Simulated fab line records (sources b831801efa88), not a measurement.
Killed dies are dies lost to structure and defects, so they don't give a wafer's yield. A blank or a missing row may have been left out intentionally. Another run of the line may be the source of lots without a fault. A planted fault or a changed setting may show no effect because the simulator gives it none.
fab line records + flow gf180mcu
[record]
- lots = 15
- wafers = 45
- last_day = 34
route steps=602 shown V3@444 M4@459 V4@489
lots with no fault: from the same line, run without faults
start_h: hours from the record's opening day to when the first of the lot's shown wafers began + wait_h: hours elapsed since this lot's preceding step + " repeats the value in the row above + L1.1+2: a single row standing in for several wafers + - no value, or no start given + * or withheld: withheld + < > ~ a bound
route shown NAME@n: NAME is a module with steps in the file, n the number in the route of the first one + usual: mean and standard deviation over wafers with no fault + same: alike in all rows + chamber/n: place in a boat + sites: readings site by site + _std_site: the standard deviation of these + _edge_site: outer sites' mean less inner sites' + radius_mm: how far each site lies from the wafer's centre + mask NAME#n: copy n + behind: the most recent tool/chamber to have shaped the wafer + hold: why the lot was held/for how many hours/how that ended + device: the transistor (n, p or np) that didn't switch + end of line: tests run on the same wafers once the route is complete + a step given without rows: its recipe and nothing more + killed: dies that structure and defects cost at the first sort, which is not the same as the wafer's yield + map: the dies of a wafer, with x for killed, . for not killed, _ for no die there
set.NAME: the run value of the setting; set.NAME@STEP: its run value at that earlier step + model.NAME: the simulator's own value behind a step, which no gauge read
a sample of lots followed through the steps of the route, with each step as a table and each wafer as a row
services: the hour from which a tool's chamber was out of use, counted from the record's first day as start_h (under 0 if before that day), plus the number of hours and why
[[steps]]
[step GF_V3_OVL_MEAS_15]
[usual]
- V3_OVL = -1/5.5
| lot.wafer | tool       | chamber | start_h | wait_h | V3_OVL[nm] |
|-----------|------------|---------|---------|--------|------------|
| L360.2    | overlay-01 | -       | 514.91  | 0.1    | 6          |
| L360.4    | "          | -       | "       | "      | 1          |
| L360.5    | "          | -       | "       | "      | -1         |
| L361.1    | overlay-01 | -       | 521.05  | 0.1    | -9         |
| L361.4    | "          | -       | "       | "      | -4         |
| L361.6    | "          | -       | "       | "      | -8         |
| L362.1    | overlay-01 | -       | 531.10  | 0.1    | -3         |
| L362.3    | "          | -       | "       | "      | 2          |
| L362.6    | "          | -       | "       | "      | 1          |
| L365.3    | overlay-01 | -       | 553.09  | 0.1    | 0          |
| L365.5    | "          | -       | "       | "      | 6          |
| L365.6    | "          | -       | "       | "      | 3          |
| L367.1    | overlay-01 | -       | 571.17  | 0.1    | 6          |
| L367.2    | "          | -       | "       | "      | 0          |
| L367.6    | "          | -       | "       | "      | -4         |
| L371.1    | overlay-02 | -       | 602.75  | 0.1    | 5          |
| L371.3    | "          | -       | "       | "      | 7          |
| L371.6    | "          | -       | "       | "      | 1          |
| L372.1    | overlay-01 | -       | 610.25  | 0.1    | 5          |
| L372.3    | "          | -       | "       | "      | 5          |
| L372.6    | "          | -       | "       | "      | 2          |
| L373.1    | overlay-01 | -       | 614.25  | 0.1    | -3         |
| L373.5    | "          | -       | "       | "      | -6         |
| L373.6    | "          | -       | "       | "      | -6         |
| L376.3    | overlay-01 | -       | 644.79  | 0.1    | 15         |
| L376.4    | "          | -       | "       | "      | 10         |
| L376.6    | "          | -       | "       | "      | 10         |
| L377.1    | overlay-01 | -       | 659.20  | 0.1    | 0          |
| L377.4    | "          | -       | "       | "      | 5          |
| L377.6    | "          | -       | "       | "      | 4          |
| L379.1    | overlay-01 | -       | 673.02  | 0.1    | 1          |
| L379.5    | "          | -       | "       | "      | 0          |
| L379.6    | "          | -       | "       | "      | 3          |
| L381.1    | overlay-02 | -       | 675.50  | 0.1    | 3          |
| L381.4    | "          | -       | "       | "      | 0          |
| L381.6    | "          | -       | "       | "      | 1          |
| L380.1    | overlay-01 | -       | 675.85  | 0.1    | -15        |
| L380.4    | "          | -       | "       | "      | -14        |
| L380.5    | "          | -       | "       | "      | -16        |
| L382.3    | overlay-01 | -       | 686.14  | 0.1    | -6         |
| L382.4    | "          | -       | "       | "      | -6         |
| L382.6    | "          | -       | "       | "      | -2         |
| L383.2    | overlay-02 | -       | 691.81  | 0.1    | 1          |
| L383.5    | "          | -       | "       | "      | 0          |
| L383.6    | "          | -       | "       | "      | 4          |
[step GF_V3_STRIP_18]
[recipe]
- chemistry = O2/N2
- power_w = 1400
- pressure_mtorr = 1500
- platen_temp_c = 250
- o2_flow_sccm = 3000
- n2_flow_sccm = 300
- overash_fraction = 0.5
[usual]
- chamber_pressure_mTorr = 1499.9/1.2
- drypump_motor_current_A = 5.78/0.17
- heater_power_w = 324/26
- oes_product_au = 0.593/0.0055
| lot.wafer | tool            | chamber | start_h | wait_h | chamber_pressure_mTorr | drypump_motor_current_A | heater_power_w | oes_product_au | rf_hours_counter_h |
|-----------|-----------------|---------|---------|--------|------------------------|-------------------------|----------------|----------------|--------------------|
| L360.2    | plasma_asher-02 | 1       | 515.07  | -      | 1501.5                 | 5.81                    | 290            | 0.577          | 9                  |
| L360.4    | "               | 1       | "       | "      | 1501.4                 | 5.81                    | 292            | 0.601          | -                  |
| L360.5    | "               | 1       | "       | "      | 1501.8                 | 5.81                    | 281            | 0.588          | -                  |
| L361.1    | plasma_asher-01 | 0       | 521.22  | -      | 1499.3                 | 5.60                    | 295            | 0.596          | 88                 |
| L361.4    | "               | 0       | "       | "      | 1500.9                 | 5.58                    | 294            | 0.590          | -                  |
| L361.6    | "               | 1       | "       | "      | 1500.2                 | 5.70                    | 352            | 0.602          | -                  |
| L362.1    | plasma_asher-02 | 1       | 531.27  | -      | 1497.2                 | 5.81                    | 285            | 0.598          | 11                 |
| L362.3    | "               | 0       | "       | "      | 1499.3                 | 5.57                    | 322            | 0.585          | -                  |
| L362.6    | "               | 1       | "       | "      | 1499.6                 | 5.79                    | 290            | 0.598          | -                  |
| L365.3    | plasma_asher-02 | 0       | 553.27  | -      | 1497.8                 | 5.57                    | 316            | 0.588          | -                  |
| L365.5    | "               | 1       | "       | "      | 1497.9                 | 5.84                    | 288            | 0.581          | -                  |
| L365.6    | "               | 0       | "       | "      | 1499.5                 | 5.59                    | 312            | 0.597          | -                  |
| L367.1    | plasma_asher-04 | 1       | 571.34  | -      | 1499.4                 | 6.06                    | 350            | 0.596          | 47                 |
| L367.2    | "               | 0       | "       | "      | 1499.6                 | 5.92                    | 326            | 0.584          | 47                 |
| L367.6    | "               | 1       | "       | "      | 1499.9                 | 6.08                    | 350            | 0.589          | -                  |
| L371.1    | plasma_asher-01 | 1       | 602.92  | -      | 1501.1                 | 5.69                    | 360            | 0.596          | 97                 |
| L371.3    | "               | 1       | "       | "      | 1500.1                 | 5.69                    | 360            | 0.590          | -                  |
| L371.6    | "               | 1       | "       | "      | 1499.7                 | 5.70                    | 358            | 0.592          | -                  |
| L372.1    | plasma_asher-04 | 1       | 610.42  | -      | 1499.8                 | 6.08                    | 355            | 0.593          | 52                 |
| L372.3    | "               | 0       | "       | "      | 1501.1                 | 5.88                    | 330            | 0.597          | -                  |
| L372.6    | "               | 0       | "       | "      | 1498.6                 | 5.88                    | 330            | 0.598          | -                  |
| L373.1    | plasma_asher-01 | 1       | 614.42  | -      | 1502.4                 | 5.72                    | 349            | 0.599          | 98                 |
| L373.5    | "               | 1       | "       | "      | 1499.1                 | 5.72                    | 349            | 0.585          | -                  |
| L373.6    | "               | 0       | "       | "      | 1499.6                 | 5.70                    | 301            | 0.595          | -                  |
| L376.3    | plasma_asher-02 | 0       | 644.97  | -      | 1501.0                 | 5.55                    | 318            | 0.606          | -                  |
| L376.4    | "               | 1       | "       | "      | 1499.5                 | 5.82                    | 284            | 0.588          | -                  |
| L376.6    | "               | 1       | "       | "      | 1499.4                 | 5.85                    | 286            | 0.592          | -                  |
| L377.1    | plasma_asher-01 | 1       | 659.37  | -      | 1499.6                 | 5.71                    | 355            | 0.586          | 102                |
| L377.4    | "               | 1       | "       | "      | 1501.9                 | 5.69                    | 358            | 0.591          | -                  |
| L377.6    | "               | 0       | "       | "      | 1501.0                 | 5.62                    | 298            | 0.593          | -                  |
| L379.1    | plasma_asher-04 | 0       | 673.19  | -      | 1500.8                 | 5.86                    | 324            | 0.591          | 59                 |
| L379.5    | "               | 1       | "       | "      | 1500.0                 | 6.07                    | 355            | 0.596          | -                  |
| L379.6    | "               | 0       | "       | "      | 1498.3                 | 5.89                    | 329            | 0.596          | -                  |
| L381.1    | plasma_asher-02 | 1       | 675.67  | -      | 1499.1                 | 5.79                    | 289            | 0.598          | 28                 |
| L381.4    | "               | 1       | "       | "      | 1498.5                 | 5.87                    | 284            | 0.596          | -                  |
| L381.6    | "               | 0       | "       | "      | 1499.4                 | 5.57                    | 319            | 0.592          | -                  |
| L380.1    | plasma_asher-04 | 1       | 676.02  | -      | 1501.1                 | 6.08                    | 343            | 0.599          | 60                 |
| L380.4    | "               | 0       | "       | "      | 1499.5                 | 5.91                    | 321            | 0.601          | -                  |
| L380.5    | "               | 0       | "       | "      | 1499.2                 | 5.89                    | 331            | 0.593          | -                  |
| L382.3    | plasma_asher-04 | 0       | 686.32  | -      | 1498.5                 | 5.90                    | 328            | 0.589          | -                  |
| L382.4    | "               | 1       | "       | "      | 1500.2                 | 6.09                    | 358            | 0.600          | -                  |
| L382.6    | "               | 0       | "       | "      | 1500.1                 | 5.90                    | 330            | 0.595          | -                  |
| L383.2    | plasma_asher-01 | 1       | 691.97  | -      | 1499.1                 | 5.72                    | 359            | 0.590          | 105                |
| L383.5    | "               | 1       | "       | "      | 1497.1                 | 5.71                    | 360            | 0.599          | -                  |
| L383.6    | "               | 0       | "       | "      | 1499.9                 | 5.61                    | 297            | 0.586          | -                  |
[step GF_M4_SPUTTER_03]
[recipe]
- material = Ti
- target_thk_nm = 10
- substrate_temp_c = 300
- chamber_pressure_pa = 0.3
- power_w = 3000
- time_s = 6.7
[usual]
- chamber_pressure_pa = 0.3000/0.00055
- throttle_valve_pct = 30.2/0.89
| lot.wafer | tool           | chamber | start_h | wait_h | chamber_pressure_pa | throttle_valve_pct |
|-----------|----------------|---------|---------|--------|---------------------|--------------------|
| L360.2    | pvd_sputter-04 | -       | 516.46  | 0.0    | 0.3003              | 30.0               |
| L360.4    | "              | -       | "       | "      | 0.3008              | 31.6               |
| L360.5    | "              | -       | "       | "      | 0.3006              | 29.6               |
| L361.1    | pvd_sputter-02 | -       | 522.63  | 0.0    | 0.3007              | 30.3               |
| L361.4    | "              | -       | "       | "      | 0.3005              | 28.8               |
| L361.6    | "              | -       | "       | "      | 0.3002              | 30.3               |
| L362.1    | pvd_sputter-04 | -       | 532.72  | 0.0    | 0.3002              | 29.5               |
| L362.3    | "              | -       | "       | "      | 0.3003              | 31.8               |
| L362.6    | "              | -       | "       | "      | 0.3009              | 30.4               |
| L365.3    | pvd_sputter-01 | -       | 554.66  | 0.0    | 0.3001              | 30.5               |
| L365.5    | "              | -       | "       | "      | 0.3002              | 30.8               |
| L365.6    | "              | -       | "       | "      | 0.2998              | 30.4               |
| L367.1    | pvd_sputter-02 | -       | 572.76  | 0.0    | 0.2999              | 30.3               |
| L367.2    | "              | -       | "       | "      | 0.3013              | 30.6               |
| L367.6    | "              | -       | "       | "      | 0.3005              | 30.5               |
| L371.1    | pvd_sputter-04 | -       | 604.30  | 0.0    | 0.2993              | 32.0               |
| L371.3    | "              | -       | "       | "      | 0.3008              | 30.0               |
| L371.6    | "              | -       | "       | "      | 0.2995              | 31.6               |
| L372.1    | pvd_sputter-04 | -       | 611.80  | 0.0    | 0.2994              | 30.4               |
| L372.3    | "              | -       | "       | "      | 0.2985              | 31.8               |
| L372.6    | "              | -       | "       | "      | 0.2991              | 31.6               |
| L373.1    | pvd_sputter-04 | -       | 615.92  | 0.0    | 0.2990              | 29.7               |
| L373.5    | "              | -       | "       | "      | 0.3004              | 29.2               |
| L373.6    | "              | -       | "       | "      | 0.2993              | 29.6               |
| L376.3    | pvd_sputter-04 | -       | 646.64  | 0.0    | 0.2997              | 29.0               |
| L376.4    | "              | -       | "       | "      | 0.2999              | 30.1               |
| L376.6    | "              | -       | "       | "      | 0.3003              | 29.9               |
| L377.1    | pvd_sputter-02 | -       | 661.21  | 0.0    | 0.3005              | 29.0               |
| L377.4    | "              | -       | "       | "      | 0.2989              | 27.6               |
| L377.6    | "              | -       | "       | "      | 0.3005              | 28.9               |
| L379.1    | pvd_sputter-01 | -       | 674.58  | 0.0    | 0.2996              | 30.9               |
| L379.5    | "              | -       | "       | "      | 0.2997              | 29.9               |
| L379.6    | "              | -       | "       | "      | 0.2992              | 30.5               |
| L381.1    | pvd_sputter-04 | -       | 677.08  | 0.0    | 0.3003              | 30.3               |
| L381.4    | "              | -       | "       | "      | 0.2996              | 31.9               |
| L381.6    | "              | -       | "       | "      | 0.3005              | 29.3               |
| L380.1    | pvd_sputter-01 | -       | 677.41  | 0.0    | 0.3001              | 30.7               |
| L380.4    | "              | -       | "       | "      | 0.2998              | 30.3               |
| L380.5    | "              | -       | "       | "      | 0.3002              | 30.5               |
| L382.3    | pvd_sputter-04 | -       | 687.68  | 0.0    | 0.3002              | 31.8               |
| L382.4    | "              | -       | "       | "      | 0.3009              | 29.7               |
| L382.6    | "              | -       | "       | "      | 0.2992              | 30.4               |
| L383.2    | pvd_sputter-01 | -       | 693.35  | 0.0    | 0.3006              | 30.7               |
| L383.5    | "              | -       | "       | "      | 0.2987              | 30.5               |
| L383.6    | "              | -       | "       | "      | 0.3003              | 29.9               |
[step GF_V4_DEVELOP_13]
[recipe]
- develop_time_s = 60
- resist = KrF
- dev_temp_c = 21
[usual]
- chill_plate_temp_C = 23.02/0.094
- develop_time_s = 60/0
- resist_line_temp_C = 23.01/0.11
| lot.wafer | tool           | chamber | start_h | wait_h | chill_plate_temp_C | develop_time_s | resist_line_temp_C |
|-----------|----------------|---------|---------|--------|--------------------|----------------|--------------------|
| L360.2    | litho_track-04 | 0       | 562.43  | 0.2    | 23.18              | 60             | 22.99              |
| L360.4    | "              | 0       | "       | "      | 23.22              | 60             | 22.93              |
| L360.5    | "              | 0       | "       | "      | 23.08              | 60             | 22.87              |
| L361.1    | litho_track-03 | 0       | 568.23  | 0.2    | 22.86              | 60             | 22.93              |
| L361.4    | "              | 0       | "       | "      | 22.79              | 60             | 22.78              |
| L361.6    | "              | 0       | "       | "      | 22.99              | 60             | 22.95              |
| L362.1    | litho_track-04 | 0       | 578.05  | 0.2    | 23.11              | 60             | 22.79              |
| L362.3    | "              | 0       | "       | "      | 23.02              | 60             | 22.96              |
| L362.6    | "              | 0       | "       | "      | 23.09              | 60             | 22.75              |
| L365.3    | litho_track-01 | 0       | 600.21  | 0.1    | 23.14              | 60             | 23.08              |
| L365.5    | "              | 0       | "       | "      | 23.15              | 60             | 23.08              |
| L365.6    | "              | 0       | "       | "      | 22.92              | 60             | 22.94              |
| L367.1    | litho_track-03 | 0       | 617.78  | 0.2    | 23.13              | 60             | 23.12              |
| L367.2    | "              | 0       | "       | "      | 23.06              | 60             | 23.12              |
| L367.6    | "              | 0       | "       | "      | 23.10              | 60             | 23.08              |
| L371.1    | litho_track-03 | -       | 648.28  | 0.2    | -                  | -              | -                  |
| L371.3    | "              | -       | "       | "      | -                  | -              | -                  |
| L371.6    | "              | -       | "       | "      | -                  | -              | -                  |
| L372.1    | litho_track-01 | -       | 653.76  | 0.2    | -                  | -              | -                  |
| L372.3    | "              | -       | "       | "      | -                  | -              | -                  |
| L372.6    | "              | -       | "       | "      | -                  | -              | -                  |
| L373.1    | litho_track-01 | -       | 657.61  | 0.2    | -                  | -              | -                  |
| L373.5    | "              | -       | "       | "      | -                  | -              | -                  |
| L373.6    | "              | -       | "       | "      | -                  | -              | -                  |
| L376.3    | litho_track-03 | 0       | 687.43  | 0.1    | 23.15              | 60             | 22.98              |
| L376.4    | "              | 0       | "       | "      | 22.98              | 60             | 23.01              |
| L376.6    | "              | 0       | "       | "      | 22.87              | 60             | 22.99              |
| L377.1    | litho_track-01 | 0       | 700.81  | 0.2    | 22.91              | 60             | 22.96              |
| L377.4    | "              | 0       | "       | "      | 22.90              | 60             | 23.05              |
| L377.6    | "              | 0       | "       | "      | 23.01              | 60             | 23.03              |
| L379.1    | litho_track-04 | 0       | 713.10  | 0.2    | 23.22              | 60             | 23.10              |
| L379.5    | "              | 0       | "       | "      | 22.97              | 60             | 23.02              |
| L379.6    | "              | 0       | "       | "      | 23.10              | 60             | 23.18              |
| L381.1    | litho_track-01 | 0       | 714.71  | 0.2    | 22.90              | 60             | 22.99              |
| L381.4    | "              | 0       | "       | "      | 23.01              | 60             | 23.13              |
| L381.6    | "              | 0       | "       | "      | 23.07              | 60             | 23.01              |
| L380.1    | litho_track-01 | 0       | 715.96  | 0.2    | 22.93              | 60             | 23.12              |
| L380.4    | "              | 0       | "       | "      | 22.87              | 60             | 23.04              |
| L380.5    | "              | 0       | "       | "      | 23.06              | 60             | 23.11              |
| L382.3    | litho_track-04 | 0       | 725.00  | 0.1    | 22.92              | 60             | 23.06              |
| L382.4    | "              | 0       | "       | "      | 23.04              | 60             | 22.98              |
| L382.6    | "              | 0       | "       | "      | 23.01              | 60             | 22.95              |
| L383.2    | litho_track-01 | 0       | 731.19  | 0.2    | 23.15              | 60             | 23.14              |
| L383.5    | "              | 0       | "       | "      | 22.99              | 60             | 22.98              |
| L383.6    | "              | 0       | "       | "      | 22.98              | 60             | 23.04              |
[[services]]
| tool            | chamber | start_h | hours | kind   |
|-----------------|---------|---------|-------|--------|
| plasma_asher-01 | -       | 493.03  | 1.7   | repair |
| pvd_sputter-01  | -       | 494.84  | 7.7   | repair |
| pvd_sputter-02  | -       | 499.19  | 5.2   | repair |
| pvd_sputter-02  | -       | 529.46  | 8.3   | repair |
| pvd_sputter-04  | -       | 593.57  | 2.4   | repair |
| plasma_asher-01 | -       | 638.50  | 15.6  | pm     |
| pvd_sputter-04  | -       | 647.61  | 0.5   | repair |
| pvd_sputter-01  | -       | 651.42  | 2.2   | repair |
| pvd_sputter-02  | -       | 673.60  | 1.5   | repair |
| plasma_asher-04 | -       | 676.86  | 2.8   | pm     |
[[key]]
[first_sign]
- step = GF_V4_DEVELOP_13
- reading = tool_record
- direction = missing
effect none on later readings
met_at GF_V4_DEVELOP_13
struck_lots L371,L372,L373
later_rows_left_out L371.1,L371.3,L371.6,L372.1,L372.3,L372.6,L373.1,L373.5,L373.6
sort_left_out L371.1,L371.3,L371.6,L372.1,L372.3,L372.6,L373.1,L373.5,L373.6
not_acting_at GF_V3_OVL_MEAS_15,GF_V3_STRIP_18,GF_M4_SPUTTER_03
onset_between 617.78 648.28
[fault]
- kind = skipped_step_whole
- tool = litho_track-01,litho_track-03
- chamber = -
- onset_h = 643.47
- steps = GF_V4_DEVELOP_13
- scope = struck_lots_only
// sort_left_out: the simulated sort isn't trusted on such a fault, so these wafers' sort isn't shown, and their yield isn't known
// later_rows_left_out: the simulator's readings of these wafers behind a module that went badly wrong aren't trusted and aren't shown, but for the sort
